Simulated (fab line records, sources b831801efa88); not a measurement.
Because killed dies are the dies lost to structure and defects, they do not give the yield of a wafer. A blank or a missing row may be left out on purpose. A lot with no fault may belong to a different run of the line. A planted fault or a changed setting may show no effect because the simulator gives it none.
8D (eight disciplines) problem report, filled in by code ; flow gf180mcu ; the parts of the form that need people (team, actions taken, sign-off) are left out

== 1. PROBLEM STATEMENT ==
cd nm at GF_V2_CD_MEAS_14 reads a mean of 267.8 nm on 3 wafers of 2 lots; wafers without a fault read 259.8 nm with a standard deviation of 1.2. Relative to the usual mean, that is a shift of +6.6 standard deviations.
The step: target cd 260 nm.
First seen on wafer L776.5, day 23 11:55, on cd sem-02. Wafers with a number at this step in the record: 38, from 13 lots. Rule for "out" (also "out of limits"): further than 4 standard deviations from the usual mean. The other wafers with a number count as sound.

== 2. WHAT IT IS AND WHAT IT IS NOT ==
question;is;is not
which readings at this step;cd nm;-
which lots;L776, L780;L767, L768, L769, L770, L771, L772, L773, L774, L785, L787, L788
which wafers of those lots;L776.5, L780.1, L780.5;L776.4, L780.3
read on which gauges;cd sem-02;cd sem-01
when;from day 23 11:55;"up to then (25 sound wafers); but 10 sound wafers of L780, L785, L787, L788 came after"

== 3. THE SUSPECTS, EACH WITH WHAT RULES IT OUT ==
Counting: a tool at a process step up to the reading stays a suspect if it ran every lot that is out. Sound lots after the first of them don't rule it out here, since some wafers of a struck lot are sound.
- the gauge at GF_V2_CD_MEAS_14: kept. All the wafers that are out were read on cd sem-02, and no step on other tools shows them out.
- krf scanner-01 at GF_V2_EXPOSE_11 (exposes mask Via2, target cd 260 nm): kept. It ran every lot that is out, first L776 (day 23 00:50); its last sound lot up to then is L772 (day 22 08:27).
Left after counting: krf scanner-01 at GF_V2_EXPOSE_11, cd sem-02 at GF_V2_CD_MEAS_14.

== 4. THE CAUSE (what the simulator had put in) ==
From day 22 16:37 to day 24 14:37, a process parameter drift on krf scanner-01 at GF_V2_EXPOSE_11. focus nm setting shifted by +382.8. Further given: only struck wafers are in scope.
Of the 2 suspects that counting leaves, this tool is one.

== 5. THE CHAIN OF EFFECTS, in route order ==
Each row: a reading whose mean over the struck wafers that have a number lies more than 3 standard deviations from the usual. Only readings for which the record gives a usual standard deviation are gone through. hours: the time from each lot's start at the first step in this table that gives one to its start at this step, as a median over the lots. sigmas: the change in usual standard deviations.
hours;step;reading;usual;on struck wafers;change;sigmas
0;GF_V2_CD_MEAS_14;cd nm;259.8 nm;267.8;+8.0;+6.6

== 6. WHAT WOULD HAVE CAUGHT IT SOONER ==
Counted from the fault's start at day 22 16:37, it took 19 hours until the first out-of-limits reading at a measuring or inspecting step in this record, taken at day 23 11:55.
Lots out: 2; of these, L780 started GF_V2_EXPOSE_11 on krf scanner-01 after day 23 11:55. Had the tool been put on hold then, it would have been spared.
